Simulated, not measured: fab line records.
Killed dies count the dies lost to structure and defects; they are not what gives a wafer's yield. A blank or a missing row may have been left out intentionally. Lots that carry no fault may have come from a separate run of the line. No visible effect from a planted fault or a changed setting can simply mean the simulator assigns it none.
What tool caused it? || flow gf180mcu || Sampling: 13 lots, 39 wafers, 3 of 602 route steps

## WHAT THE GAUGES READ, wafer by wafer
GF_V4_THK_MEAS_01. Usual: V4_CVD_00_THK typically reads 626 nm, with standard deviation 5.6.
{"lot": "L113", "measured": "day 23 20:31", "on": "filmMetro-02", "V4_CVD_00_THK (nm)": "622 633 625", "flag": ""}
{"lot": "L114", "measured": "day 24 07:05", "on": "filmMetro-03", "V4_CVD_00_THK (nm)": "622 618 620", "flag": ""}
{"lot": "L115", "measured": "day 24 12:13", "on": "filmMetro-01", "V4_CVD_00_THK (nm)": "632 626 626", "flag": ""}
{"lot": "L116", "measured": "day 24 21:34", "on": "filmMetro-03", "V4_CVD_00_THK (nm)": "628 617 616", "flag": ""}
{"lot": "L118", "measured": "day 25 16:27", "on": "filmMetro-02", "V4_CVD_00_THK (nm)": "626 636 623", "flag": ""}
{"lot": "L126", "measured": "day 28 10:15", "on": "filmMetro-01", "V4_CVD_00_THK (nm)": "617 614 621", "flag": ""}
{"lot": "L127", "measured": "day 28 17:52", "on": "filmMetro-02", "V4_CVD_00_THK (nm)": "629 630 634", "flag": ""}
{"lot": "L128", "measured": "day 28 21:48", "on": "filmMetro-01", "V4_CVD_00_THK (nm)": "628 634 636", "flag": ""}
{"lot": "L129", "measured": "day 29 01:06", "on": "filmMetro-01", "V4_CVD_00_THK (nm)": "621 628 622", "flag": ""}
{"lot": "L130", "measured": "day 29 07:50", "on": "filmMetro-01", "V4_CVD_00_THK (nm)": "632 616 628", "flag": ""}
{"lot": "L131", "measured": "day 29 13:22", "on": "filmMetro-02", "V4_CVD_00_THK (nm)": "627 629 635", "flag": ""}
{"lot": "L132", "measured": "day 29 17:28", "on": "filmMetro-02", "V4_CVD_00_THK (nm)": "632 635 631", "flag": ""}
{"lot": "L133", "measured": "day 30 01:00", "on": "filmMetro-02", "V4_CVD_00_THK (nm)": "629 638 636", "flag": ""}

GF_V4_BOW_MEAS_05. Usual: V4_BOW typically reads 136 um, with standard deviation 10.
{"lot": "L113", "measured": "day 23 21:02", "on": "filmMetro-02", "V4_BOW (um)": "140 146 136", "flag": ""}
{"lot": "L114", "measured": "day 24 07:35", "on": "filmMetro-01", "V4_BOW (um)": "133 120 127", "flag": ""}
{"lot": "L115", "measured": "day 24 12:44", "on": "filmMetro-02", "V4_BOW (um)": "128 131 130", "flag": ""}
{"lot": "L116", "measured": "day 24 22:05", "on": "filmMetro-02", "V4_BOW (um)": "145 137 146", "flag": ""}
{"lot": "L118", "measured": "day 25 16:56", "on": "filmMetro-02", "V4_BOW (um)": "137 145 131", "flag": ""}
{"lot": "L126", "measured": "day 28 11:08", "on": "filmMetro-02", "V4_BOW (um)": "138 140 130", "flag": ""}
{"lot": "L127", "measured": "day 28 18:22", "on": "filmMetro-01", "V4_BOW (um)": "133 130 128", "flag": ""}
{"lot": "L128", "measured": "day 28 22:19", "on": "filmMetro-03", "V4_BOW (um)": "157 148 150", "flag": ""}
{"lot": "L129", "measured": "day 29 01:37", "on": "filmMetro-02", "V4_BOW (um)": "138 138 127", "flag": ""}
{"lot": "L130", "measured": "day 29 08:22", "on": "filmMetro-01", "V4_BOW (um)": "145 142 147", "flag": ""}
{"lot": "L131", "measured": "day 29 13:51", "on": "filmMetro-01", "V4_BOW (um)": "106 122 126", "flag": ""}
{"lot": "L132", "measured": "day 29 17:58", "on": "filmMetro-01", "V4_BOW (um)": "126 125 123", "flag": ""}
{"lot": "L133", "measured": "day 30 01:31", "on": "filmMetro-03", "V4_BOW (um)": "131 136 113", "flag": ""}

GF_V4_OVL_MEAS_15. Usual: V4_OVL typically reads -3 nm, with standard deviation 5.4.
{"lot": "L113", "measured": "day 24 19:07", "on": "overlay-01", "V4_OVL (nm)": "-11 -8 -11", "flag": ""}
{"lot": "L114", "measured": "day 25 06:04", "on": "overlay-02", "V4_OVL (nm)": "2 -5 -1", "flag": ""}
{"lot": "L115", "measured": "day 25 11:02", "on": "overlay-02", "V4_OVL (nm)": "-7 -10 0", "flag": ""}
{"lot": "L116", "measured": "day 25 19:21", "on": "overlay-01", "V4_OVL (nm)": "-13 -7 -8", "flag": ""}
{"lot": "L118", "measured": "day 26 13:50", "on": "overlay-01", "V4_OVL (nm)": "-6 -8 0", "flag": ""}
{"lot": "L126", "measured": "day 29 06:40", "on": "overlay-02", "V4_OVL (nm)": "-8 -7 -13", "flag": ""}
{"lot": "L127", "measured": "day 29 13:20", "on": "overlay-02", "V4_OVL (nm)": "-3 -7 -7", "flag": ""}
{"lot": "L128", "measured": "day 29 17:43", "on": "overlay-01", "V4_OVL (nm)": "1 -2 5", "flag": ""}
{"lot": "L129", "measured": "day 29 20:37", "on": "overlay-01", "V4_OVL (nm)": "-6 -1 -8", "flag": ""}
{"lot": "L130", "measured": "day 30 03:37", "on": "overlay-01", "V4_OVL (nm)": "-1 -5 -4", "flag": ""}
{"lot": "L131", "measured": "day 30 08:21", "on": "overlay-01", "V4_OVL (nm)": "-5 -1 -1", "flag": ""}
{"lot": "L132", "measured": "day 30 12:23", "on": "overlay-01", "V4_OVL (nm)": "5 3 0", "flag": ""}
{"lot": "L133", "measured": "day 30 19:50", "on": "overlay-02", "V4_OVL (nm)": "4 0 4", "flag": ""}

## WHAT TOOL EACH LOT RAN ON (gives the tool, then ch and the chambers of the sampled wafers, and finally the start)
The record shows no process step preceding these readings.

## AS READ BY THE TOOLS THEMSELVES (means over the sampled wafers that have a number; for cases with no such wafer, the mark the record gives instead)
The record holds no such reading with a usual standard deviation.

## THE ANSWER, worked out from the rows above alone
Rule: take the mean of a lot's wafers that have a number; if it is more than 3 standard deviations from the usual mean, the lot is off. Also off: a lot with no number at a reading for which 4 or more lots have one. Where the step has rows for the other lots, those lots are counted as sound. After the gauges, taken in route order, come the tools' own readings; for these a lot's mean is taken, as printed above. At the first step where some lot is off, the reading lying furthest off is the one used; lots without a number count as furthest.
No lot is off on any of the readings shown, so nothing can be concluded from this.

## WHAT WAS PUT IN BY THE SIMULATOR
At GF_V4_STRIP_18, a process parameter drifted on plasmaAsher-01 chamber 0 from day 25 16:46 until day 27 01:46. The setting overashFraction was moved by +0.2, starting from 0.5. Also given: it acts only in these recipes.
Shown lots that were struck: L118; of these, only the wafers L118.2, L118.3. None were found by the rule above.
